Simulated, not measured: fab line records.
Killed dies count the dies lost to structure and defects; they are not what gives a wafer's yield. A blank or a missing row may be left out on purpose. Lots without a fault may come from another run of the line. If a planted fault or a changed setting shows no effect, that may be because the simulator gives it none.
Check for tools in common    flow sky130    14 lots and 42 wafers in the sample

REASON IT WAS OPENED
At SKY_LDD_LDN_TW_MEAS_13 the reading LDD_LDN_TW is flagged on 2 of 14 lots. Fault-free wafers read 1483, with a standard deviation of 7.5.
Rule: flag the lot when none of its wafers has a number, or when each of its wafers that has one lies beyond 4 standard deviations from that mean. The rest of the lots are taken to be sound.

lot   measured      on             LDD_LDN_TW, wafer by wafer  flag
L338  day 22 13:27  film-metro-04  1487 1487 1496              
L339  day 23 02:50  film-metro-03  1483 1491 1484              
L340  day 23 14:50  film-metro-02  1487 1489 1487              
L344  day 25 16:59  film-metro-02  1476 1483 1478              
L346  day 25 21:11  film-metro-03  1465 1464 1467              
L347  day 26 07:08  film-metro-02  1487 1492 1493              
L349  day 27 18:24  film-metro-03  1483 1478 1477              
L350  day 27 20:32  film-metro-03  1487 1495 1491              
L351  day 28 00:20  film-metro-02  1478 1487 1480              
L354  day 28 10:47  film-metro-03  1358 1348 1361              FLAGGED
L355  day 29 03:30  film-metro-03  1367 1365 1366              FLAGGED
L359  day 30 10:32  film-metro-04  1496 1490 1482              
L360  day 30 16:48  film-metro-03  1477 1480 1484              
L361  day 30 22:02  film-metro-04  1486 1486 1483              
Average over the flagged lots: 1361; offset from the usual -122, equal to -16 standard deviations.

LOT BY LOT: THE TOOL USED
The record holds 1 process step before the reading, out of a route of 708 steps. Each cell gives the tool, then ch followed by the chambers the sampled wafers passed through, then the start.
lot   flag     SKY_LDD_LDN_IMPLANT_08
L338           implanter-04 ch 0, day 22 12:46
L339           implanter-03 ch 0, day 23 02:08
L340           implanter-03 ch 0, day 23 14:08
L344           implanter-03 ch 0, day 25 16:19
L346           implanter-04 ch 0, day 25 20:29
L347           implanter-03 ch 0, day 26 06:28
L349           implanter-04 ch 0, day 27 17:43
L350           implanter-03 ch 0, day 27 19:50
L351           implanter-04 ch 0, day 27 23:38
L354  FLAGGED  implanter-03, day 28 10:05
L355  FLAGGED  implanter-01, day 29 02:49
L359           implanter-01 ch 0, day 30 09:50
L360           implanter-03 ch 0, day 30 16:07
L361           implanter-01 ch 0, day 30 21:22
What the steps here do:
- SKY_LDD_LDN_IMPLANT_08
- SKY_LDD_LDN_TW_MEAS_13

FLAGGED OVER TOTAL, TOOL BY TOOL (the gauges that took the reading come last)
step                    tool           lots run  flagged  share of the flagged lots  sound lots run after its first flagged lot
SKY_LDD_LDN_IMPLANT_08  implanter-01   3         1        some                       2 (L359,L361)
SKY_LDD_LDN_IMPLANT_08  implanter-03   7         1        some                       1 (L360)
SKY_LDD_LDN_IMPLANT_08  implanter-04   4         0        none                       -
SKY_LDD_LDN_TW_MEAS_13  film-metro-02  4         0        none                       -
SKY_LDD_LDN_TW_MEAS_13  film-metro-03  7         2        all                        1 (L360)
SKY_LDD_LDN_TW_MEAS_13  film-metro-04  3         0        none                       -

THE TABLE: WHAT IT ALLOWS
In the table, 1 row covers all flagged lots: film-metro-03 at SKY_LDD_LDN_TW_MEAS_13.
- film-metro-03 at SKY_LDD_LDN_TW_MEAS_13 ran 7 lots, 2 of them flagged. After the first flagged lot (L360), sound lots still ran on it; a lasting fault on the whole tool would not permit that.
None of the table's rows ran every flagged lot and, after the first, no sound lot.

WHAT HAD BEEN PUT IN BY THE SIMULATOR
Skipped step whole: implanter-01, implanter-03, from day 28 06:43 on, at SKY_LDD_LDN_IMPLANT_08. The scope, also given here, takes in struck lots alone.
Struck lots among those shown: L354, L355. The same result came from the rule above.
